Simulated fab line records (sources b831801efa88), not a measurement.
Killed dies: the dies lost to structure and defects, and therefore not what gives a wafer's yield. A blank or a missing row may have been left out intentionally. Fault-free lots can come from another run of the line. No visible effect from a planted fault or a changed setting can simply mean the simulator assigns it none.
Which tool was responsible? || flow sky130 || 12 lots with 36 wafers sampled at 4 steps, on a route of 708 steps

## WHAT THE GAUGES SHOWED, per wafer
SKY_GATE_OXIDE_OVL_MEAS_10. Usual: GATE_OXIDE_OVL typically reads 0.1 nm, with standard deviation 1.3.
{"lot": "L985", "measured": "day 15 10:53", "on": "overlay-02", "GATE_OXIDE_OVL (nm)": "-0.1 0.4 -1.0", "flag": ""}
{"lot": "L986", "measured": "day 15 13:58", "on": "overlay-02", "GATE_OXIDE_OVL (nm)": "-0.9 -2.2 -0.7", "flag": ""}
{"lot": "L987", "measured": "day 15 23:53", "on": "overlay-02", "GATE_OXIDE_OVL (nm)": "0.5 0.2 0.3", "flag": ""}
{"lot": "L988", "measured": "day 16 09:48", "on": "overlay-02", "GATE_OXIDE_OVL (nm)": "-1.0 2.1 -0.3", "flag": ""}
{"lot": "L989", "measured": "day 16 16:16", "on": "overlay-02", "GATE_OXIDE_OVL (nm)": "-1.3 -1.5 0.9", "flag": ""}
{"lot": "L991", "measured": "day 17 06:13", "on": "overlay-01", "GATE_OXIDE_OVL (nm)": "0.8 0.3 -0.5", "flag": ""}
{"lot": "L992", "measured": "day 17 16:02", "on": "overlay-02", "GATE_OXIDE_OVL (nm)": "1.0 0.5 1.3", "flag": ""}
{"lot": "L993", "measured": "day 18 16:08", "on": "overlay-01", "GATE_OXIDE_OVL (nm)": "0.7 0.5 0.6", "flag": ""}
{"lot": "L994", "measured": "day 18 20:24", "on": "overlay-01", "GATE_OXIDE_OVL (nm)": "1.4 0.2 1.5", "flag": ""}
{"lot": "L995", "measured": "day 19 08:31", "on": "overlay-01", "GATE_OXIDE_OVL (nm)": "1.2 1.0 -0.8", "flag": ""}
{"lot": "L100", "measured": "day 20 13:43", "on": "overlay-01", "GATE_OXIDE_OVL (nm)": "-0.6 0.2 -0.1", "flag": ""}
{"lot": "L104", "measured": "day 21 21:04", "on": "overlay-02", "GATE_OXIDE_OVL (nm)": "-2.0 -1.6 -1.3", "flag": ""}

SKY_LDD_P_CD_MEAS_07: target cd 380 nm. Usual: cd-nm at 380.1 nm, with a standard deviation of 2.1.
{"lot": "L985", "measured": "day 20 19:12", "on": "cd-sem-01", "cd-nm (nm)": "379.6 380.8 381.5", "flag": ""}
{"lot": "L986", "measured": "day 21 00:41", "on": "cd-sem-02", "cd-nm (nm)": "377.2 376.8 379.6", "flag": ""}
{"lot": "L987", "measured": "day 21 10:23", "on": "cd-sem-02", "cd-nm (nm)": "381.1 380.1 380.6", "flag": ""}
{"lot": "L988", "measured": "day 21 21:59", "on": "cd-sem-02", "cd-nm (nm)": "382.6 380.1 379.4", "flag": ""}
{"lot": "L989", "measured": "day 22 04:43", "on": "cd-sem-01", "cd-nm (nm)": "378.9 379.8 380.0", "flag": ""}
{"lot": "L991", "measured": "day 22 17:35", "on": "cd-sem-01", "cd-nm (nm)": "381.5 380.8 381.8", "flag": ""}
{"lot": "L992", "measured": "day 23 04:20", "on": "cd-sem-02", "cd-nm (nm)": "381.6 382.5 381.7", "flag": ""}
{"lot": "L993", "measured": "day 24 03:36", "on": "cd-sem-01", "cd-nm (nm)": "380.4 379.9 380.3", "flag": ""}
{"lot": "L994", "measured": "day 24 07:43", "on": "cd-sem-01", "cd-nm (nm)": "382.1 380.0 381.3", "flag": ""}
{"lot": "L995", "measured": "day 24 19:23", "on": "cd-sem-01", "cd-nm (nm)": "375.6 375.1 377.5", "flag": ""}
{"lot": "L100", "measured": "day 25 22:22", "on": "cd-sem-01", "cd-nm (nm)": "377.6 378.5 379.3", "flag": ""}
{"lot": "L104", "measured": "day 27 03:01", "on": "cd-sem-01", "cd-nm (nm)": "378.4 378.4 380.2", "flag": ""}

## EACH LOT AND THE TOOL THAT RAN IT (in order: tool; ch and the chambers of the sampled wafers; start)
{"lot": "L985", "SKY_GATE_OXIDE_STRIP_13": "plasma-asher-03 ch 0,1, day 15 11:11", "SKY_LDD_N_STRIP_16": "plasma-asher-04 ch 0,1, day 19 12:22"}
{"lot": "L986", "SKY_GATE_OXIDE_STRIP_13": "plasma-asher-01 ch 0,1, day 15 14:15", "SKY_LDD_N_STRIP_16": "plasma-asher-02 ch 0,1, day 19 17:54"}
{"lot": "L987", "SKY_GATE_OXIDE_STRIP_13": "plasma-asher-04 ch 0,1, day 16 00:11", "SKY_LDD_N_STRIP_16": "plasma-asher-04 ch 0,1, day 20 03:50"}
{"lot": "L988", "SKY_GATE_OXIDE_STRIP_13": "plasma-asher-04 ch 0,1, day 16 10:05", "SKY_LDD_N_STRIP_16": "plasma-asher-02 ch 0, day 20 15:52"}
{"lot": "L989", "SKY_GATE_OXIDE_STRIP_13": "plasma-asher-01 ch 0,1, day 16 16:33", "SKY_LDD_N_STRIP_16": "plasma-asher-04 ch 0,1, day 20 21:32"}
{"lot": "L991", "SKY_GATE_OXIDE_STRIP_13": "plasma-asher-01 ch 0,1, day 17 06:30", "SKY_LDD_N_STRIP_16": "plasma-asher-01 ch 0,1, day 21 10:31"}
{"lot": "L992", "SKY_GATE_OXIDE_STRIP_13": "plasma-asher-03 ch 0,1, day 17 16:19", "SKY_LDD_N_STRIP_16": "plasma-asher-04 ch 0,1, day 21 22:19"}
{"lot": "L993", "SKY_GATE_OXIDE_STRIP_13": "plasma-asher-03 ch 0,1, day 18 16:26", "SKY_LDD_N_STRIP_16": "plasma-asher-04 ch 0,1, day 22 21:10"}
{"lot": "L994", "SKY_GATE_OXIDE_STRIP_13": "plasma-asher-01 ch 1, day 18 20:41", "SKY_LDD_N_STRIP_16": "plasma-asher-04 ch 0,1, day 23 02:03"}
{"lot": "L995", "SKY_GATE_OXIDE_STRIP_13": "plasma-asher-03 ch 0,1, day 19 08:49", "SKY_LDD_N_STRIP_16": "plasma-asher-02 ch 0,1, day 23 13:18"}
{"lot": "L100", "SKY_GATE_OXIDE_STRIP_13": "plasma-asher-01 ch 0,1, day 20 14:00", "SKY_LDD_N_STRIP_16": "plasma-asher-01 ch 0,1, day 24 17:29"}
{"lot": "L104", "SKY_GATE_OXIDE_STRIP_13": "plasma-asher-04 ch 0,1, day 21 21:22", "SKY_LDD_N_STRIP_16": "plasma-asher-02 ch 1, day 25 23:03"}
- SKY_GATE_OXIDE_STRIP_13: strips in O2/N2.
- SKY_LDD_N_STRIP_16: strips in O2/N2.

## WHAT THE TOOLS THEMSELVES READ (means of the sampled wafers that have a number; where no wafer has one, the mark that the record gives instead)
SKY_GATE_OXIDE_STRIP_13. Usual: chamber-pressure-mTorr 1499.9 mTorr, standard deviation 1.4; drypump-motor-current-A 5.67 A, standard deviation 0.3; oes-product-au 0.715 a.u., standard deviation 0.0043; strip-time-to-endpoint-s 14.19 s, standard deviation 0.038.
{"lot": "L985", "tool": "plasma-asher-03", "chamber-pressure-mTorr (mTorr)": 1499.5, "drypump-motor-current-A (A)": 5.35, "oes-product-au (a.u.)": 0.714, "strip-time-to-endpoint-s (s)": 14.17, "flag": ""}
{"lot": "L986", "tool": "plasma-asher-01", "chamber-pressure-mTorr (mTorr)": 1499.3, "drypump-motor-current-A (A)": 5.76, "oes-product-au (a.u.)": 0.717, "strip-time-to-endpoint-s (s)": 14.12, "flag": ""}
{"lot": "L987", "tool": "plasma-asher-04", "chamber-pressure-mTorr (mTorr)": 1500.7, "drypump-motor-current-A (A)": 5.79, "oes-product-au (a.u.)": 0.715, "strip-time-to-endpoint-s (s)": 14.27, "flag": ""}
{"lot": "L988", "tool": "plasma-asher-04", "chamber-pressure-mTorr (mTorr)": 1500.2, "drypump-motor-current-A (A)": 5.79, "oes-product-au (a.u.)": 0.719, "strip-time-to-endpoint-s (s)": 14.20, "flag": ""}
{"lot": "L989", "tool": "plasma-asher-01", "chamber-pressure-mTorr (mTorr)": 1500.2, "drypump-motor-current-A (A)": 5.93, "oes-product-au (a.u.)": 0.717, "strip-time-to-endpoint-s (s)": 14.18, "flag": ""}
{"lot": "L991", "tool": "plasma-asher-01", "chamber-pressure-mTorr (mTorr)": 1499.0, "drypump-motor-current-A (A)": 5.91, "oes-product-au (a.u.)": 0.720, "strip-time-to-endpoint-s (s)": 14.13, "flag": ""}
{"lot": "L992", "tool": "plasma-asher-03", "chamber-pressure-mTorr (mTorr)": 1500.0, "drypump-motor-current-A (A)": 5.24, "oes-product-au (a.u.)": 0.713, "strip-time-to-endpoint-s (s)": 14.16, "flag": ""}
{"lot": "L993", "tool": "plasma-asher-03", "chamber-pressure-mTorr (mTorr)": 1499.9, "drypump-motor-current-A (A)": 5.24, "oes-product-au (a.u.)": 0.713, "strip-time-to-endpoint-s (s)": 14.16, "flag": ""}
{"lot": "L994", "tool": "plasma-asher-01", "chamber-pressure-mTorr (mTorr)": 1500.8, "drypump-motor-current-A (A)": 5.61, "oes-product-au (a.u.)": 0.707, "strip-time-to-endpoint-s (s)": 14.14, "flag": ""}
{"lot": "L995", "tool": "plasma-asher-03", "chamber-pressure-mTorr (mTorr)": 1498.4, "drypump-motor-current-A (A)": 5.25, "oes-product-au (a.u.)": 0.716, "strip-time-to-endpoint-s (s)": 14.22, "flag": ""}
{"lot": "L100", "tool": "plasma-asher-01", "chamber-pressure-mTorr (mTorr)": 1500.9, "drypump-motor-current-A (A)": 5.76, "oes-product-au (a.u.)": 0.718, "strip-time-to-endpoint-s (s)": 14.11, "flag": ""}
{"lot": "L104", "tool": "plasma-asher-04", "chamber-pressure-mTorr (mTorr)": 1499.2, "drypump-motor-current-A (A)": 5.80, "oes-product-au (a.u.)": 0.712, "strip-time-to-endpoint-s (s)": 14.21, "flag": ""}

SKY_LDD_N_STRIP_16. Usual: chamber-pressure-mTorr 1500.1 mTorr, standard deviation 1.3; drypump-motor-current-A 5.73 A, standard deviation 0.18; oes-product-au 0.407 a.u., standard deviation 0.0047; strip-time-to-endpoint-s 4.317 s, standard deviation 0.016.
{"lot": "L985", "tool": "plasma-asher-04", "chamber-pressure-mTorr (mTorr)": 1498.6, "drypump-motor-current-A (A)": 5.80, "oes-product-au (a.u.)": 0.405, "strip-time-to-endpoint-s (s)": 4.323, "flag": ""}
{"lot": "L986", "tool": "plasma-asher-02", "chamber-pressure-mTorr (mTorr)": 1499.4, "drypump-motor-current-A (A)": 5.54, "oes-product-au (a.u.)": 0.406, "strip-time-to-endpoint-s (s)": 4.329, "flag": ""}
{"lot": "L987", "tool": "plasma-asher-04", "chamber-pressure-mTorr (mTorr)": 1499.9, "drypump-motor-current-A (A)": 5.77, "oes-product-au (a.u.)": 0.409, "strip-time-to-endpoint-s (s)": 4.328, "flag": ""}
{"lot": "L988", "tool": "plasma-asher-02", "chamber-pressure-mTorr (mTorr)": 1500.6, "drypump-motor-current-A (A)": 5.65, "oes-product-au (a.u.)": 0.402, "strip-time-to-endpoint-s (s)": 4.324, "flag": ""}
{"lot": "L989", "tool": "plasma-asher-04", "chamber-pressure-mTorr (mTorr)": 1500.1, "drypump-motor-current-A (A)": 5.80, "oes-product-au (a.u.)": 0.410, "strip-time-to-endpoint-s (s)": 4.307, "flag": ""}
{"lot": "L991", "tool": "plasma-asher-01", "chamber-pressure-mTorr (mTorr)": 1500.3, "drypump-motor-current-A (A)": 5.78, "oes-product-au (a.u.)": 0.407, "strip-time-to-endpoint-s (s)": 4.304, "flag": ""}
{"lot": "L992", "tool": "plasma-asher-04", "chamber-pressure-mTorr (mTorr)": 1499.7, "drypump-motor-current-A (A)": 5.77, "oes-product-au (a.u.)": 0.407, "strip-time-to-endpoint-s (s)": 4.311, "flag": ""}
{"lot": "L993", "tool": "plasma-asher-04", "chamber-pressure-mTorr (mTorr)": 1499.3, "drypump-motor-current-A (A)": 5.76, "oes-product-au (a.u.)": 0.405, "strip-time-to-endpoint-s (s)": 4.320, "flag": ""}
{"lot": "L994", "tool": "plasma-asher-04", "chamber-pressure-mTorr (mTorr)": 1501.2, "drypump-motor-current-A (A)": 5.81, "oes-product-au (a.u.)": 0.409, "strip-time-to-endpoint-s (s)": 4.315, "flag": ""}
{"lot": "L995", "tool": "plasma-asher-02", "chamber-pressure-mTorr (mTorr)": 1499.7, "drypump-motor-current-A (A)": 5.61, "oes-product-au (a.u.)": 0.410, "strip-time-to-endpoint-s (s)": 4.310, "flag": ""}
{"lot": "L100", "tool": "plasma-asher-01", "chamber-pressure-mTorr (mTorr)": 1500.1, "drypump-motor-current-A (A)": 5.91, "oes-product-au (a.u.)": 0.404, "strip-time-to-endpoint-s (s)": 4.318, "flag": ""}
{"lot": "L104", "tool": "plasma-asher-02", "chamber-pressure-mTorr (mTorr)": 1500.6, "drypump-motor-current-A (A)": 5.52, "oes-product-au (a.u.)": 0.406, "strip-time-to-endpoint-s (s)": 4.303, "flag": ""}

## THE ANSWER, worked out from the rows above alone
Rule: lot off if the mean of its wafers having a number is beyond 3 standard deviations from the usual mean. Also off: a lot with no number at a reading for which 4 or more lots have one. Any other lot the step has rows for is counted as sound. The gauges are gone through in route order, then the tools' own readings, and for those a lot's mean is taken as printed above. At the first step where some lot is off, the reading lying furthest off is the one used; lots without a number count as furthest.
None of the lots is off at any reading shown; this tells nothing.

## WHAT THE SIMULATOR PUT IN
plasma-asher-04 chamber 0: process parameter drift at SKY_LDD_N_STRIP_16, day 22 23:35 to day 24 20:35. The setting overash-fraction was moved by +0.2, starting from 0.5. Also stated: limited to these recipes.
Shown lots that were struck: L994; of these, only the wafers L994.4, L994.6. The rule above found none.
